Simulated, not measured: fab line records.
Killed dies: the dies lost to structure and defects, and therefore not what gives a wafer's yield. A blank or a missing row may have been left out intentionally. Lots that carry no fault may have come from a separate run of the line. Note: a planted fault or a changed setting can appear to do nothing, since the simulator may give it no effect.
Which tool is to blame?	flow sfq-line	7 lots, 21 wafers sampled, at 2 steps of a route of 325

== WHAT THE GAUGES SHOWED, per wafer ==
SFQ_L0V_OVL_MEAS_903.
lot	measured	on	L0V_OVL (nm)
L494	day 4 02:49	overlay-01	12 8 8
L497	day 5 01:37	overlay-01	-2 5 -5
L501	day 5 16:01	overlay-02	4 5 5
L505	day 6 12:28	overlay-02	7 5 11
L507	day 6 22:04	overlay-02	-6 0 -5
L511	day 7 14:53	overlay-01	-3 0 0
L514	day 8 05:17	overlay-02	2 7 5

== WHAT TOOL EACH LOT RAN ON (gives the tool, then ch and the chambers of the sampled wafers, and finally the start) ==
lot	SFQ_TRILAYER_L0_DEP_SPUTTER_003
L494	pvd-sputter-06, day 1 22:29
L497	pvd-sputter-03, day 2 13:29
L501	pvd-sputter-03, day 3 09:29
L505	pvd-sputter-03, day 4 05:29
L507	pvd-sputter-03, day 4 15:29
L511	pvd-sputter-03, day 5 11:29
L514	pvd-sputter-06, day 6 02:29
- SFQ_TRILAYER_L0_DEP_SPUTTER_003: material MoNx KI, target thk 40 nm, time 100 s.

== THE ANSWER, worked out from the rows above alone ==
Rule: usual is defined by the lots themselves. Put in order of their means at a reading, lots are off if they are a third of the lots or fewer, leave a main group of 4 or more, and stand apart from it by a gap of 3 or more times the standard deviation of the main group's means; of several such gaps the widest counts. A main group is skipped when, at the precision printed for the reading in the tables above, its means are all equal. A lot without any number at a reading at which 4 lots or more have one is off too. Where the step has rows for the other lots, those lots are counted as sound.
Across all readings shown, no lot is off: no conclusion can be drawn from this.

== WHAT WAS PUT IN BY THE SIMULATOR ==
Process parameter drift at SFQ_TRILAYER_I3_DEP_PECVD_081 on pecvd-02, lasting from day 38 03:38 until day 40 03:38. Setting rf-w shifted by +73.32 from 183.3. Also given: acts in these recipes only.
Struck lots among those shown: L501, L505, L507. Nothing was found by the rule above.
